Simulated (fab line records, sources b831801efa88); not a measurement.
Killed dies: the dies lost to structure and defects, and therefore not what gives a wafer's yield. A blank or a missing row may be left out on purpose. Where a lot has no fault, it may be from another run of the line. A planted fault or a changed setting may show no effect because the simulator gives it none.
Check for tools in common	flow sky130	Sample size 12 lots and 36 wafers

## WHY IT WAS OPENED
Of 12 lots, 2 have the reading LDD_LDN_TW flagged at SKY_LDD_LDN_TW_MEAS_13. Fault-free wafers read 1469, with a standard deviation of 8.3.
Rule: a lot is flagged when every wafer of it that has a number lies more than 4 standard deviations from that mean, or none has a number. As for the other lots, they are considered sound.

lot	measured	on	LDD_LDN_TW, wafer by wafer	flag
L617	day 22 04:11	filmMetro-03	1458 1465 1458	
L619	day 22 23:24	filmMetro-02	1460 1466 1463	
L620	day 23 05:49	filmMetro-03	1471 1464 1463	
L622	day 24 05:19	filmMetro-04	1392 1394 1398	FLAGGED
L625	day 25 16:01	filmMetro-03	1381 1385 1384	FLAGGED
L632	day 29 04:56	filmMetro-02	1469 1467 1475	
L633	day 29 20:16	filmMetro-04	1483 1483 1474	
L634	day 29 21:40	filmMetro-03	1458 1459 1466	
L636	day 30 10:52	filmMetro-02	1476 1477 1480	
L638	day 31 04:25	filmMetro-03	1465 1461 1463	
L637	day 31 08:13	filmMetro-03	1465 1466 1467	
L639	day 31 14:26	filmMetro-04	1476 1480 1474	
The numbers of the flagged lots are 1389 on average: -80 against the usual, or -10 standard deviations.

## EACH LOT AND THE TOOL IT RAN ON
The record holds 2 process steps before the reading, out of a route of 708 steps. Cell contents, in order: the tool; ch with the chambers the sampled wafers went through; the start.
lot	flag	SKY_LDD_LDN_IMPLANT_09	SKY_LDD_LDN_STRIP_12
L617		implanter-04 ch 0, day 22 03:38	plasmaAsher-01 ch 1, day 22 04:04
L619		implanter-03 ch 0, day 22 22:53	plasmaAsher-03 ch 0,1, day 22 23:19
L620		implanter-03 ch 0, day 23 05:16	plasmaAsher-03 ch 0,1, day 23 05:43
L622	FLAGGED	implanter-03 ch 0, day 24 04:47	plasmaAsher-01 ch 0,1, day 24 05:13
L625	FLAGGED	implanter-03 ch 0, day 25 15:28	plasmaAsher-03 ch 0, day 25 15:55
L632		implanter-02 ch 0, day 29 04:23	plasmaAsher-03 ch 0,1, day 29 04:49
L633		implanter-03 ch 0, day 29 19:43	plasmaAsher-03 ch 0,1, day 29 20:10
L634		implanter-03 ch 0, day 29 21:07	plasmaAsher-03 ch 0,1, day 29 21:34
L636		implanter-03 ch 0, day 30 10:19	plasmaAsher-03 ch 0,1, day 30 10:46
L638		implanter-03 ch 0, day 31 03:52	plasmaAsher-03 ch 0,1, day 31 04:19
L637		implanter-04 ch 0, day 31 07:40	plasmaAsher-01 ch 0,1, day 31 08:07
L639		implanter-04 ch 0, day 31 13:55	plasmaAsher-03 ch 0,1, day 31 14:20
These steps, and what they do:
- SKY_LDD_LDN_IMPLANT_09
- SKY_LDD_LDN_STRIP_12: strips in O2/N2.
- SKY_LDD_LDN_TW_MEAS_13

## FLAGGED AGAINST TOTAL, ONE TOOL AT A TIME (gauges that did the reading follow at the end)
step	tool	lots run	flagged	share of the flagged lots	sound lots run after its first flagged lot
SKY_LDD_LDN_IMPLANT_09	implanter-02	1	0	none	-
SKY_LDD_LDN_IMPLANT_09	implanter-03	8	2	all	4 (L633,L634,L636,L638)
SKY_LDD_LDN_IMPLANT_09	implanter-04	3	0	none	-
SKY_LDD_LDN_STRIP_12	plasmaAsher-01	3	1	some	1 (L637)
SKY_LDD_LDN_STRIP_12	plasmaAsher-03	9	1	some	6 (L632,L633,L634,L636,L638,L639)
SKY_LDD_LDN_TW_MEAS_13	filmMetro-02	3	0	none	-
SKY_LDD_LDN_TW_MEAS_13	filmMetro-03	6	1	some	3 (L634,L638,L637)
SKY_LDD_LDN_TW_MEAS_13	filmMetro-04	3	1	some	2 (L633,L639)

## WHAT THE TABLE PERMITS
1 row of the table ran every flagged lot: implanter-03 at SKY_LDD_LDN_IMPLANT_09.
- implanter-03 at SKY_LDD_LDN_IMPLANT_09 ran 8 lots, 2 of them flagged. After the first flagged lot (L633, L634, L636, L638), sound lots still ran on it; a lasting fault on the whole tool would not permit that. Its own readings (doseIonsCm2, faradayCurrentUA) fall more than 4 standard deviations out on all wafers of the flagged lots.
Not one row of the table ran every flagged lot while running no sound lot after the first.

## WHAT THE SIMULATOR HAD INSERTED
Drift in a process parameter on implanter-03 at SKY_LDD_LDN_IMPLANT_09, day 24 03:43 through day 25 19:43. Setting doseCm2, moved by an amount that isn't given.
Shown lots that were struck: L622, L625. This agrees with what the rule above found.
